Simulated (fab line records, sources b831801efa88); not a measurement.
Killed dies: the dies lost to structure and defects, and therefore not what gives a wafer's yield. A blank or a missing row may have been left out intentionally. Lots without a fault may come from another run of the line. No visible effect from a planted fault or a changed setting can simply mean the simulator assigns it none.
Comparing a struck lot with a sound one + flow sky130 + 36 out of 708 route steps
Sound: the wafers L453.3, L453.4. Wafers struck: L440.2, L440.4, L440.5. The cause comes at the end.
Per side, at each step with rows, come the tool, then ch with its chambers, and then its first start. Under that, the readings that differ: sound wafers + struck wafers + difference of the means + sigmas: that difference in standard deviations of wafers without a fault.
alike: a reading whose means differ by less than 2 such deviations, as well as words and numbers matching on both sides. not compared: withheld readings; readings where some wafer has no value; bounds like >300 that might hide an equal value; numbers whose values overlap and for which the record gives no deviation.
A row with sigmas, a row that says differs or no value, or rows on one side alone: a step with any of these is where the two part. When numbers do not overlap yet have no deviation, they are printed without sigmas and do not part them. A reading that every wafer of one side lacks parts them only if that side has two wafers or more.

first, 10 steps without rows for these wafers: SKY_GATE_OXIDE_COAT_05 (resist thk 1140 nm); SKY_GATE_OXIDE_SOFTBAKE_06 (time 60 s); SKY_GATE_OXIDE_EXPOSE_07 (exposes mask LVOM, target cd 600 nm); SKY_GATE_OXIDE_PEB_08; SKY_GATE_OXIDE_DEVELOP_09 (develop time 60 s); SKY_GATE_OXIDE_IMPLANT_11; SKY_GATE_OXIDE_WET_ETCH_12 (etches SiO2 in dHF, target depth 16.8 nm, time 319.8 s); SKY_GATE_OXIDE_STRIP_13 (strips in O2/N2); SKY_GATE_OXIDE_CLEAN_15 (cleans in SC1/SC2, time 150 s); SKY_GATE_OXIDE_OXIDATION_16 (stabilise 600 s, purge 300 s, target thk 3.57 nm).
SKY_POLY_GATE_CVD_00: deposits poly-Si, target thk 180 nm, time 720 s.
  sound on lpcvd-01 ch 0, day 21 15:46; struck on lpcvd-01 ch 1, day 15 17:32
| reading                                       | sound         | struck               | difference | sigmas |
|-----------------------------------------------|---------------|----------------------|------------|--------|
| spike_tc_centre_C (C)                         | 623.6 620.2   | 615.6 616.2 614.9    | -6.3       | -6     |
| spike_tc_lower_C (C)                          | 620.9 622.8   | 613.7 613.8 614.5    | -7.8       | -7     |
| spike_tc_upper_C (C)                          | 617.7 619.3   | 614.6 615.4 614.3    | -3.7       | -3     |
| susceptor_temp_C (C)                          | 620.67 620.35 | 614.30 613.94 613.82 | -6.49      | -22    |
| zone_power_centre_pct (%)                     | 11.3 11.3     | 7.7 7.9 7.9          | -3.5       | -2     |
| model.poly-Si_of_POLY_GATE_CVD_00.thk_nm (nm) | 181.8 182     | 158.7 158.1 158.5    | -23.5      |        |
  alike: spike_tc_bottom_C, zone_power_top_pct
SKY_POLY_GATE_THK_MEAS_01:
  sound on film_metro-03 at day 21 17:35; struck on film_metro-04 at day 15 18:45
| reading                   | sound       | struck            | difference | sigmas |
|---------------------------|-------------|-------------------|------------|--------|
| POLY_GATE_CVD_00_THK (nm) | 181.7 181.9 | 158.6 158.0 158.6 | -23.4      | -15    |
then, 9 steps without rows for these wafers: SKY_RES_PROTECT_DEHYDRATE_00 (time 60 s); SKY_RES_PROTECT_HMDS_01 (prime time 60 s); SKY_RES_PROTECT_COAT_02 (resist thk 1140 nm); SKY_RES_PROTECT_SOFTBAKE_03 (time 60 s); SKY_RES_PROTECT_EXPOSE_04 (exposes mask RPM, target cd 1270 nm); SKY_RES_PROTECT_PEB_05; SKY_RES_PROTECT_DEVELOP_06 (develop time 60 s); SKY_POLY_GATE_IMPLANT_02; SKY_RES_PROTECT_STRIP_07 (strips in O2/N2).
SKY_RES_PROTECT_CLEAN_09: cleans in SC1/SC2, time 150 s.
  sound on wet_bench-02 ch 1, day 23 01:04; struck on wet_bench-04 ch 2, day 17 00:16
| reading                                       | sound       | struck          | difference | sigmas |
|-----------------------------------------------|-------------|-----------------|------------|--------|
| model.poly-Si_of_POLY_GATE_CVD_00.thk_nm (nm) | 181.1 181.4 | 158 157.4 157.8 | -24        |        |
then, 11 steps without rows for these wafers: SKY_POLY_GATE_CVD_03 (deposits Si3N4 from DCS/NH3, target thk 75 nm, time 1290 s); SKY_POLY_GATE_DEHYDRATE_05 (time 60 s); SKY_POLY_GATE_HMDS_06 (prime time 60 s); SKY_POLY_GATE_COAT_07 (resist thk 110 nm); SKY_POLY_GATE_COAT_08 (resist thk 450 nm); SKY_POLY_GATE_SOFTBAKE_09 (time 90 s); SKY_POLY_GATE_EXPOSE_10 (exposes mask P1M, target cd 150 nm); SKY_POLY_GATE_PEB_11; SKY_POLY_GATE_DEVELOP_12 (develop time 60 s); SKY_POLY_GATE_ETCH_15 (etches BARC in N2/H2, stops on SiO2, time 118.5 s, target depth 110 nm); SKY_POLY_GATE_ETCH_16 (etches Si3N4 in CH3F/O2, stops on poly-Si, time 147.5 s, target depth 75 nm).
SKY_POLY_GATE_ETCH_17: etches poly-Si in HBr/Cl2, stops on SiO2, target depth 180 nm, time 70.5 s.
  sound on rie_si-02 ch 1,2, day 24 09:45; struck on rie_si-02 ch 1,3, day 18 07:27
| reading                               | sound       | struck            | difference | sigmas |
|---------------------------------------|-------------|-------------------|------------|--------|
| oes_product_au (a.u.)                 | 0.997 0.974 | 0.911 0.918 0.902 | -0.075     | -8     |
| model.POLY_GATE.feature_depth_nm (nm) | 181.1 173   | 158 157.4 157.8   | -19        |        |
| model.etch.depth_nm (nm)              | 181.1 173   | 158 157.4 157.8   | -19        |        |
  alike: chamber_pressure_mTorr, drypump_motor_current_A, throttle_valve_pct
  not compared: rf_hours_counter_h
then, 1 step without rows for these wafers: SKY_POLY_GATE_STRIP_18 (strips in O2/N2).
-- the record jumps here: 29 days lie between the struck wafers' starts before and after (it left off in module POLY_GATE and takes up again in module PAD_OPEN, whose first step shown is number 708 of the route) --
SKY_PAD_OPEN_PROBE_99:
  sound on prober-02 at day 50 23:53; struck on prober-01 at day 47 09:37
| reading                             | sound       | struck            | difference | sigmas |
|-------------------------------------|-------------|-------------------|------------|--------|
| model.etest.res_high_po.line_ohm_um | 742.9 751.2 | 866.5 843.8 858.4 | +109.2     |        |
| model.etest.res_poly.line_ohm_um    | 524.1 520.2 | 633.2 585 604.1   | +85.3      |        |
| model.etest.res_high_po.rs_ohm_sq   | 259.7 264.4 | 291.9 296.9 301.3 | +34.7      |        |
| model.etest.res_poly.rs_ohm_sq      | 48.19 48.72 | 53.89 54.72 54.43 | +5.89      |        |
| model.etest.cap_li_to_poly.c_af_um2 | 92.13 92.27 | 86.88 88.31 86.67 | -4.91      |        |
  alike: killed_at_M0_to_M3, killed_at_M4_up, killed_at_contacts, killed_at_front_end, killed_at_other, killed_dies, killed_open, killed_short

## WHERE THEY PART
Earliest at SKY_POLY_GATE_CVD_00; latest, in this record, at SKY_POLY_GATE_ETCH_17. Later steps at which nothing parts them and some readings are alike: SKY_PAD_OPEN_PROBE_99.

WHY: the cause the simulator had injected
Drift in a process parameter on lpcvd-01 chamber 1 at SKY_POLY_GATE_CVD_00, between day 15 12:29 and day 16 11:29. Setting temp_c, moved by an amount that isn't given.
